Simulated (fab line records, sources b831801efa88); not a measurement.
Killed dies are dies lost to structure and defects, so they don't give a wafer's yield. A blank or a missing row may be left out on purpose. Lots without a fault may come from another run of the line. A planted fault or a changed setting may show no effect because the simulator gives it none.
Which tool did it? | flow sky130 | 12 lots, 36 wafers sampled, at 5 steps of a route of 708

WHAT THE GAUGES READ, wafer by wafer
The record holds no reading of a measuring or inspecting step that can be judged against a usual standard deviation.

WHICH TOOL RAN EACH LOT (tool, then ch and the chambers of the sampled wafers, then the start)
lot  | SKY_GATE_OXIDE_OXIDATION_16   | SKY_METAL5_DESCUM_14              | SKY_METAL5_METAL_ETCH_15          | SKY_PASSIVATION_CVD_02          | SKY_PAD_OPEN_PROBE_99
L565 | furnace-02 ch 0, day 13 17:06 | rie_metal-01 ch 0,1, day 43 13:46 | rie_metal-01 ch 0,1, day 43 13:52 | pecvd-02 ch 0,1, day 43 14:42   | prober-02, day 45 13:15
L566 | furnace-01 ch 0, day 14 03:01 | rie_metal-02 ch 0,1, day 44 03:14 | rie_metal-02 ch 0,1, day 44 03:22 | pecvd-03 ch 0,2, day 44 04:15   | prober-01, day 46 02:02
L567 | furnace-02 ch 0, day 15 00:19 | rie_metal-01 ch 0,1, day 44 19:40 | rie_metal-01 ch 0,1, day 44 19:42 | pecvd-04 ch 0,1,2, day 44 20:39 | prober-02, day 46 17:01
L568 | furnace-01 ch 0, day 15 11:38 | rie_metal-02 ch 0,1, day 45 02:22 | rie_metal-02 ch 0,1, day 45 02:24 | pecvd-04 ch 0,2, day 45 03:19   | prober-01, day 46 23:08
L570 | furnace-01 ch 0, day 15 17:13 | rie_metal-01 ch 1, day 45 06:45   | rie_metal-01 ch 1, day 45 07:01   | pecvd-03 ch 0,1,2, day 45 08:03 | prober-02, day 47 04:13
L569 | furnace-01 ch 0, day 15 18:44 | rie_metal-01 ch 1, day 45 12:19   | rie_metal-01 ch 1, day 45 12:27   | pecvd-02 ch 1,2, day 45 13:31   | prober-01, day 47 10:45
L571 | furnace-02 ch 0, day 16 05:00 | rie_metal-04 ch 0,1, day 45 14:57 | rie_metal-04 ch 0,1, day 45 14:59 | pecvd-02 ch 0,2, day 45 15:54   | prober-02, day 47 10:50
L579 | furnace-02 ch 0, day 18 22:35 | rie_metal-01 ch 0,1, day 47 19:03 | rie_metal-01 ch 0,1, day 47 19:05 | pecvd-04 ch 0,2, day 47 20:05   | prober-01, day 49 11:45
L581 | furnace-01 ch 0, day 19 13:20 | rie_metal-02 ch 0,1, day 48 01:51 | rie_metal-02 ch 0,1, day 48 01:53 | pecvd-04 ch 0,1, day 48 02:48   | prober-02, day 49 17:03
L586 | furnace-02 ch 0, day 21 03:14 | rie_metal-02 ch 0,1, day 49 00:51 | rie_metal-02 ch 0,1, day 49 00:53 | pecvd-04 ch 0,1, day 49 01:49   | prober-01, day 50 13:23
L587 | furnace-01 ch 0, day 21 15:55 | rie_metal-04 ch 0,1, day 49 03:19 | rie_metal-04 ch 0,1, day 49 03:21 | pecvd-03 ch 1,2, day 49 04:18   | prober-02, day 50 16:01
L588 | furnace-01 ch 0, day 22 02:14 | rie_metal-01 ch 0,1, day 49 10:42 | rie_metal-01 ch 0,1, day 49 10:44 | pecvd-02 ch 1,2, day 49 11:44   | prober-01, day 50 21:54
- SKY_GATE_OXIDE_OXIDATION_16: stabilise 600 s, purge 300 s, target thk 3.57 nm.
- SKY_METAL5_DESCUM_14: chemistry O2, time 11 s.
- SKY_METAL5_METAL_ETCH_15: etches the open film in Cl2/BCl3, stops on SiO2, target depth 1260 nm, time 252 s.
- SKY_PASSIVATION_CVD_02: deposits Si3N4, target thk 540 nm.
- SKY_PAD_OPEN_PROBE_99

WHAT THE TOOLS THEMSELVES READ (means of the sampled wafers that have a number; where no wafer has one, the mark that the record gives instead)
SKY_GATE_OXIDE_OXIDATION_16. Usual: spike_tc_lower_C 800.2 C, standard deviation 1.
lot  | tool       | spike_tc_lower_C (C) | flag
L565 | furnace-02 | 801.1                |
L566 | furnace-01 | 800.5                |
L567 | furnace-02 | 800.5                |
L568 | furnace-01 | 799.6                |
L570 | furnace-01 | 800.4                |
L569 | furnace-01 | 799.2                |
L571 | furnace-02 | 801.4                |
L579 | furnace-02 | 800.2                |
L581 | furnace-01 | 800.8                |
L586 | furnace-02 | 800.3                |
L587 | furnace-01 | 800.0                |
L588 | furnace-01 | 799.5                |

SKY_METAL5_DESCUM_14. Usual: chamber_pressure_mTorr 10.000 mTorr, standard deviation 0.014; drypump_motor_current_A 5.9 A, standard deviation 0.51; oes_product_au 0.994 a.u., standard deviation 0.0073.
lot  | tool         | chamber_pressure_mTorr (mTorr) | drypump_motor_current_A (A) | oes_product_au (a.u.) | flag
L565 | rie_metal-01 | 10.006                         | 6.3                         | 0.985                 |
L566 | rie_metal-02 | 10.042                         | 5.5                         | 0.997                 |
L567 | rie_metal-01 | 10.005                         | 6.5                         | 1.003                 |
L568 | rie_metal-02 | 10.001                         | 5.2                         | 0.981                 |
L570 | rie_metal-01 | 9.996                          | 6.6                         | 0.997                 |
L569 | rie_metal-01 | 10.001                         | 6.5                         | 1.000                 |
L571 | rie_metal-04 | 9.997                          | 5.9                         | 0.996                 |
L579 | rie_metal-01 | 9.999                          | 6.4                         | 1.002                 |
L581 | rie_metal-02 | 10.002                         | 5.2                         | 0.991                 |
L586 | rie_metal-02 | 9.987                          | 5.2                         | 0.992                 |
L587 | rie_metal-04 | 9.997                          | 5.9                         | 0.986                 |
L588 | rie_metal-01 | 10.011                         | 6.3                         | 1.001                 |

SKY_METAL5_METAL_ETCH_15. Usual: chamber_pressure_mTorr 10.000 mTorr, standard deviation 0.0087; drypump_motor_current_A 5.9 A, standard deviation 0.51; oes_product_au 0.894 a.u., standard deviation 0.0043; throttle_valve_pct 22.264 %, standard deviation 0.0089.
lot  | tool         | chamber_pressure_mTorr (mTorr) | drypump_motor_current_A (A) | oes_product_au (a.u.) | throttle_valve_pct (%) | flag
L565 | rie_metal-01 | 10.004                         | 6.3                         | 0.896                 | 22.261                 |
L566 | rie_metal-02 | 9.996                          | 5.5                         | 0.896                 | 22.266                 |
L567 | rie_metal-01 | 10.003                         | 6.4                         | 0.891                 | 22.259                 |
L568 | rie_metal-02 | 10.002                         | 5.2                         | 0.895                 | 22.274                 |
L570 | rie_metal-01 | 9.996                          | 6.6                         | 0.894                 | 22.260                 |
L569 | rie_metal-01 | 9.999                          | 6.5                         | 0.892                 | 22.270                 |
L571 | rie_metal-04 | 10.000                         | 5.9                         | 0.892                 | 22.270                 |
L579 | rie_metal-01 | 10.000                         | 6.4                         | 0.892                 | 22.255                 |
L581 | rie_metal-02 | 10.003                         | 5.2                         | 0.898                 | 22.261                 |
L586 | rie_metal-02 | 9.988                          | 5.2                         | 0.898                 | 22.265                 |
L587 | rie_metal-04 | 10.001                         | 5.9                         | 0.889                 | 22.261                 |
L588 | rie_metal-01 | 10.005                         | 6.3                         | 0.895                 | 22.261                 |

SKY_PASSIVATION_CVD_02. Usual: heater_power_w 682 W, standard deviation 91.
lot  | tool     | heater_power_w (W) | flag
L565 | pecvd-02 | 773                |
L566 | pecvd-03 | 550                |
L567 | pecvd-04 | 625                |
L568 | pecvd-04 | 698                |
L570 | pecvd-03 | 625                |
L569 | pecvd-02 | 730                |
L571 | pecvd-02 | 694                |
L579 | pecvd-04 | 596                |
L581 | pecvd-04 | 674                |
L586 | pecvd-04 | 625                |
L587 | pecvd-03 | 715                |
L588 | pecvd-02 | 717                |

SKY_PAD_OPEN_PROBE_99. Usual: killed_at_M0_to_M3 43, standard deviation 6.9; killed_at_M4_up 3.1, standard deviation 1.8; killed_at_contacts 24, standard deviation 5.1; killed_at_front_end 15, standard deviation 4.8; killed_at_other 0.3, standard deviation 0.48; killed_dies 86, standard deviation 8.9; killed_open 47, standard deviation 6.8; killed_short 39, standard deviation 6.3.
lot  | tool      | killed_at_M0_to_M3 | killed_at_M4_up | killed_at_contacts | killed_at_front_end | killed_at_other | killed_dies | killed_open | killed_short | flag
L565 | prober-02 | 43                 | 4.0             | 19                 | 16                  | 0.7             | 83          | 49          | 34           |
L566 | prober-01 | 42                 | 3.7             | 17                 | 11                  | 0.3             | 74          | 35          | 39           |
L567 | prober-02 | 48                 | 3.7             | 25                 | 17                  | 0.7             | 94          | 53          | 41           |
L568 | prober-01 | 37                 | 2.7             | 27                 | 16                  | 0.3             | 83          | 41          | 42           |
L570 | prober-02 | 39                 | 3.0             | 30                 | 18                  | 0.0             | 90          | 45          | 44           |
L569 | prober-01 | 50                 | 2.7             | 30                 | 13                  | 0.7             | 96          | 50          | 46           |
L571 | prober-02 | 46                 | 3.3             | 25                 | 16                  | 0.3             | 92          | 52          | 39           |
L579 | prober-01 | 33                 | 2.7             | 25                 | 17                  | 0.3             | 77          | 43          | 34           |
L581 | prober-02 | 41                 | 3.3             | 27                 | 16                  | 0.0             | 88          | 45          | 42           |
L586 | prober-01 | 43                 | 2.7             | 19                 | 14                  | 0.3             | 79          | 41          | 38           |
L587 | prober-02 | 48                 | 4.0             | 28                 | 16                  | 0.0             | 96          | 52          | 44           |
L588 | prober-01 | 34                 | 3.0             | 23                 | 21                  | 0.0             | 81          | 43          | 37           |

THE ANSWER, worked out from the rows above alone
Rule: a lot is off if the mean of its wafers that have a number lies more than 3 standard deviations from the usual mean. A lot without any number at a reading at which 4 lots or more have one is off too. The other lots that the step has rows for count as sound. The gauges are gone through in route order, then the tools' own readings, and for those a lot's mean is taken as printed above. The first step at which some lot is off is used, and at that step the reading that is off furthest; a lot without a number counts as furthest.
No lot is off at any reading shown: from this, nothing can be told.

WHAT THE SIMULATOR HAD PUT IN
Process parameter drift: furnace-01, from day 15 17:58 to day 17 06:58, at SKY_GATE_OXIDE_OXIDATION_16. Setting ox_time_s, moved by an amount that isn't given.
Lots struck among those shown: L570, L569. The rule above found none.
